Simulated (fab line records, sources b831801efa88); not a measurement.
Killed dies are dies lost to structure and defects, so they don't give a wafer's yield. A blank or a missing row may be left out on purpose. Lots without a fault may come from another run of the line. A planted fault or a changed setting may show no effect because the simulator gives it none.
Problem report in the 8D (eight disciplines) form, filled by code | flow sky130 | the parts of the form that need people (team, actions taken, sign-off) are left out

1. THE PROBLEM
strip_time_to_endpoint_s at SKY_POLY_GATE_STRIP_18 reads a mean of 2.757 s on 2 wafers of 2 lots; wafers without a fault read 3.160 s with a standard deviation of 0.027. That is -15 standard deviations from the usual mean.
The step: strips in O2/N2.
First seen on wafer L230.6, day 23 09:26, on plasma_asher-04. The record holds 35 wafers of 12 lots with a number at this step. Rule for "out", or "out of limits": more than 4 standard deviations from the usual mean. The other wafers with a number count as sound.

2. WHAT IT IS AND WHAT IT IS NOT
question                    | is                       | is not
which readings at this step | strip_time_to_endpoint_s | drypump_motor_current_A
which lots                  | L229, L230               | L215, L219, L220, L221, L223, L226, L228, L231, L237, L238
which wafers of those lots  | L229.1, L230.6           | L229.5, L230.3, L230.4
read on which tools         | plasma_asher-04          | plasma_asher-01, plasma_asher-03
when                        | from day 23 09:26        | up to then (26 sound wafers); but 7 sound wafers of L229, L237, L238 came after

3. SUSPECTS, AND WHAT RULES EACH OUT
Counting: a tool at a process step up to the reading stays a suspect if it ran every lot that is out. Sound lots after the first of them don't rule it out here, since some wafers of a struck lot are sound.
- rie_si-02 at SKY_POLY_GATE_ETCH_17 (etches poly-Si in HBr/Cl2, stops on SiO2, target depth 180 nm, time 70.5 s): kept. It ran every lot that is out, first L230 (day 23 09:20); its last sound lot up to then is L228 (day 23 07:11).
- plasma_asher-04 at SKY_POLY_GATE_STRIP_18 (strips in O2/N2): kept. It ran every lot that is out, first L230 (day 23 09:26); its last sound lot up to then is L226 (day 21 00:04). Its own readings are out on those wafers: strip_time_to_endpoint_s.
Left after counting: rie_si-02 at SKY_POLY_GATE_ETCH_17, plasma_asher-04 at SKY_POLY_GATE_STRIP_18.

4. THE CAUSE (what the simulator had put in)
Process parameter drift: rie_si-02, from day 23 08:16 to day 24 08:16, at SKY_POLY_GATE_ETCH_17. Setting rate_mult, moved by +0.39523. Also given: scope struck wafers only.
Counting left 2 suspects, and this tool is among them.

5. THE CHAIN OF EFFECTS, in route order
Each row: a reading whose mean over the struck wafers that have a number lies more than 3 standard deviations from the usual. Only readings for which the record gives a usual standard deviation are gone through. hours: the time from each lot's start at the first step in this table that gives one to its start at this step, as a median over the lots. sigmas: the change in usual standard deviations.
hours | step                   | reading                  | usual      | on struck wafers | change | sigmas
0     | SKY_POLY_GATE_STRIP_18 | oes_product_au           | 0.361 a.u. | 0.337            | -0.024 | -4.7
0     | SKY_POLY_GATE_STRIP_18 | strip_time_to_endpoint_s | 3.160 s    | 2.757            | -0.403 | -15
The process steps in it:
- SKY_POLY_GATE_STRIP_18: strips in O2/N2.
Later measuring or inspecting steps at which every struck wafer that the step has a row for has a number for every such reading, and none has moved that far: SKY_LDD_HVN_OVL_MEAS_07.

6. WHAT WOULD HAVE CAUGHT IT SOONER
In this record the first reading out of limits was taken at day 23 09:26, 1 hour after the fault began at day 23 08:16.
Of the tool readings at SKY_POLY_GATE_ETCH_17 for which the record gives a usual standard deviation, none was out on any struck wafer, so an alarm limit of 4 standard deviations on them would not have fired.
Of the lots that are out (2), L229 began SKY_POLY_GATE_ETCH_17 on rie_si-02 after day 23 09:26. A hold on the tool at that time would have spared it.
